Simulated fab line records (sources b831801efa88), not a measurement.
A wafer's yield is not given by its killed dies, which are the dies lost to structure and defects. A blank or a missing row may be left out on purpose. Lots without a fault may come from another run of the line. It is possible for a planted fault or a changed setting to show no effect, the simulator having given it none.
Check of tool commonality -- flow sky130 -- Sample size 12 lots and 42 wafers

== REASON FOR OPENING ==
SKY_SONOS_ONO_THK_MEAS_01, reading SONOS_ONO_OXIDATION_THK: flagged on 2 of 12 lots. No-fault wafers: 2.57 nm, standard deviation 0.056.
Rule: flag the lot when none of its wafers has a number, or when each of its wafers that has one lies beyond 4 standard deviations from that mean. The other lots count as sound.

lot,measured,on,"SONOS_ONO_OXIDATION_THK (nm), wafer by wafer",flag
L842,day 12 07:09,film_metro-02,2.57 2.52 2.58,
L841,day 12 10:01,film_metro-03,2.64 2.56 2.67,
L845,day 12 23:47,film_metro-03,2.52 2.52 2.60,
L846,day 13 05:34,film_metro-03,2.60 2.60 2.53,
L849,day 14 07:49,film_metro-02,3.13 3.17 3.23 3.17 3.21 3.20,FLAGGED
L850,day 14 23:47,film_metro-02,2.67 2.64 2.61,
L852,day 15 03:26,film_metro-03,3.16 3.15 3.19 3.19 3.09 3.12,FLAGGED
L853,day 15 12:14,film_metro-01,2.61 2.59 2.63,
L859,day 17 20:25,film_metro-03,2.61 2.52 2.55,
L860,day 18 07:26,film_metro-02,2.49 2.54 2.57,
L861,day 18 11:44,film_metro-02,2.57 2.49 2.52,
L864,day 19 13:58,film_metro-03,2.57 2.56 2.59,
Average over the flagged lots: 3.17 nm; offset from the usual +0.60 nm, equal to +11 standard deviations.

== WHICH TOOL RAN EACH LOT ==
The record keeps 1 process step preceding the reading, out of 708 steps on the route. In each cell: the tool, then ch and the chambers that the sampled wafers went through, then the start.
lot,flag,SKY_SONOS_ONO_OXIDATION_00
L842,,"furnace-02 ch 0, day 12 05:47"
L841,,"furnace-02 ch 0, day 12 08:39"
L845,,"furnace-01 ch 0, day 12 22:26"
L846,,"furnace-01 ch 0, day 13 04:13"
L849,FLAGGED,"furnace-01 ch 0, day 14 06:28"
L850,,"furnace-02 ch 0, day 14 22:25"
L852,FLAGGED,"furnace-01 ch 0, day 15 02:05"
L853,,"furnace-02 ch 0, day 15 10:53"
L859,,"furnace-02 ch 0, day 17 19:04"
L860,,"furnace-01 ch 0, day 18 06:05"
L861,,"furnace-02 ch 0, day 18 10:22"
L864,,"furnace-01 ch 0, day 19 12:37"
What is done by these steps:
- SKY_SONOS_ONO_OXIDATION_00: stabilise 600 s, purge 300 s, target thk 2.6 nm.
- SKY_SONOS_ONO_THK_MEAS_01

== FLAGGED OVER TOTAL, TOOL BY TOOL (the gauges that took the reading come last) ==
step,tool,lots run,flagged,share of the flagged lots,sound lots run after its first flagged lot
SKY_SONOS_ONO_OXIDATION_00,furnace-01,6,2,all,"2 (L860,L864)"
SKY_SONOS_ONO_OXIDATION_00,furnace-02,6,0,none,-
SKY_SONOS_ONO_THK_MEAS_01,film_metro-01,1,0,none,-
SKY_SONOS_ONO_THK_MEAS_01,film_metro-02,5,1,some,"3 (L850,L860,L861)"
SKY_SONOS_ONO_THK_MEAS_01,film_metro-03,6,1,some,"2 (L859,L864)"

== WHAT THE TABLE PERMITS ==
Rows of the table that ran each flagged lot: 1, that is furnace-01 at SKY_SONOS_ONO_OXIDATION_00.
- furnace-01 at SKY_SONOS_ONO_OXIDATION_00 ran 6 lots, 2 of them flagged. Sound lots ran on it after the first flagged one (L860, L864), which a lasting fault on the whole tool wouldn't allow. Its own readings lie more than 4 standard deviations out on every wafer of the flagged lots: spike_tc_bottom_C, spike_tc_centre_C, spike_tc_lower_C, spike_tc_top_C, spike_tc_upper_C, tube_center_temp_C, tube_center_temp_C_max.
Not one row of the table ran every flagged lot while running no sound lot after the first.

== WHAT WAS PUT IN BY THE SIMULATOR ==
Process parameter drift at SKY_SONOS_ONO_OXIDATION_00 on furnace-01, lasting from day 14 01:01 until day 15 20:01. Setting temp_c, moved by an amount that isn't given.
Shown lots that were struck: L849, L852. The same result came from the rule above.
